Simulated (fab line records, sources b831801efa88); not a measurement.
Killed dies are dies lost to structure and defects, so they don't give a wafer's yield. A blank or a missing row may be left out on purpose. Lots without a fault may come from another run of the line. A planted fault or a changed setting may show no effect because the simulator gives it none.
Split-lot experiment | flow sky130 | 5 lots, 23 wafers read, on a route of 708 steps

THE SPLIT
At SKY_LI_CONTACT_HDPCVD_00 (deposits PSG, target thk 930 nm, time 155 s), the setting time_s was moved away from the recipe's 155 s on 7 of the 23 wafers read, by -13.9% to +5.8%. The other wafers ran this setting at the recipe's value.

The file shows no step between the split and the reading.

THE READING
LI_CONTACT_HDPCVD_THK, in nm, at SKY_LI_CONTACT_THK_MEAS_01. Fault-free wafers of this fab line usually give 929 nm, standard deviation 10 nm.

wafer  | tool, chamber at the split | time_s as run, s | against the recipe | LI_CONTACT_HDPCVD_THK, nm | against lot-mates on the recipe
L077.1 | hdpcvd-01, 0               | 164              | +5.8%              | 999                       | +64
L077.2 | hdpcvd-01, 1               | 164              | +5.8%              | 988                       | +52
L077.3 | hdpcvd-01, 2               | 155              | recipe             | 940                       | -
L077.4 | hdpcvd-01, 0               | 164              | +5.8%              | 982                       | +46
L077.6 | hdpcvd-01, 2               | 155              | recipe             | 931                       | -
L078.2 | hdpcvd-02, 2               | 143.2            | -7.6%              | 840                       | -86
L078.3 | hdpcvd-02, 0               | 155              | recipe             | 919                       | -
L078.4 | hdpcvd-02, 0               | 143.2            | -7.6%              | 844                       | -82
L078.5 | hdpcvd-02, 2               | 155              | recipe             | 931                       | -
L078.6 | hdpcvd-02, 1               | 155              | recipe             | 929                       | -
L080.2 | hdpcvd-02, 1               | 155              | recipe             | 906                       | -
L080.4 | hdpcvd-02, 0               | 155              | recipe             | 935                       | -
L080.5 | hdpcvd-02, 2               | 155              | recipe             | 916                       | -
L083.1 | hdpcvd-01, 1               | 133.5            | -13.9%             | 798                       | -138
L083.2 | hdpcvd-01, 0               | 155              | recipe             | 934                       | -
L083.3 | hdpcvd-01, 2               | 155              | recipe             | 934                       | -
L083.4 | hdpcvd-01, 0               | 155              | recipe             | 941                       | -
L083.5 | hdpcvd-01, 1               | 133.5            | -13.9%             | 805                       | -131
L084.1 | hdpcvd-01, 1               | 155              | recipe             | 938                       | -
L084.2 | hdpcvd-01, 0               | 155              | recipe             | 937                       | -
L084.3 | hdpcvd-01, 2               | 155              | recipe             | 929                       | -
L084.4 | hdpcvd-01, 2               | 155              | recipe             | 934                       | -
L084.6 | hdpcvd-01, 1               | 155              | recipe             | 923                       | -

THE FIT
A straight line over all 23 wafers: LI_CONTACT_HDPCVD_THK changes by +9.87 nm for each +1% of time_s; r = +0.98; the points scatter about the line by 9.8 nm.
The same after taking each lot's own level away (the mean of its wafers on the recipe; 23 wafers): +9.87 nm for each +1%; r = +0.99; scatter 7.3 nm.
On that fit, the largest move of time_s shifts the reading by 1.4e+02 nm.
The lots' own levels span 919.0 to 936.3 nm, that is 1.7 times the standard deviation above.
So the lot-to-lot level changes the slope little: the two slopes agree.
Check: with one of the wafers moved furthest among these (-13.9%) left out of the fit, the line predicts -138 nm for it against its lot-mates. It came out at -138 nm against them.

OTHER SPLITS ON THESE WAFERS
These wafers also went through other splits before the reading. Each is held against what the fit with the lots' levels taken away leaves over:
other split on the same wafers   | wafers away from the commonest value | r with LI_CONTACT_HDPCVD_THK (lot level and that fit taken away)
SKY_SPACER_CVD_00 pressure_mtorr | 18                                   | -0.13
SKY_SD_P_IMPLANT_09 dose_cm2     | 8                                    | -0.05
SKY_SD_N_STRIP_11 power_w        | 4                                    | -0.03

THE WHOLE CHAIN: every reading that the file lists as answering this split, in the file's order
step                       | what it does                                | reading                                                                             | change (the file's fit)              | r (the file's)
SKY_LI_CONTACT_HDPCVD_00   | deposits PSG, target thk 930 nm, time 155 s | PSG_of_LI_CONTACT_HDPCVD_00.thk_nm (the simulator's own value, which no gauge read) | +9.93 nm for each +1% of the setting | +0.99
SKY_LI_CONTACT_THK_MEAS_01 |                                             | LI_CONTACT_HDPCVD_THK                                                               | +9.93 for each +1% of the setting    | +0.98
SKY_LI_CONTACT_CMP_02      | polishes PSG                                | time_to_endpoint_s                                                                  | withheld for each +1% of the setting | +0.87

THE FILE'S OWN FIT
LI_CONTACT_HDPCVD_THK changes by +9.93 nm for each +1% of time_s, r = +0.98.
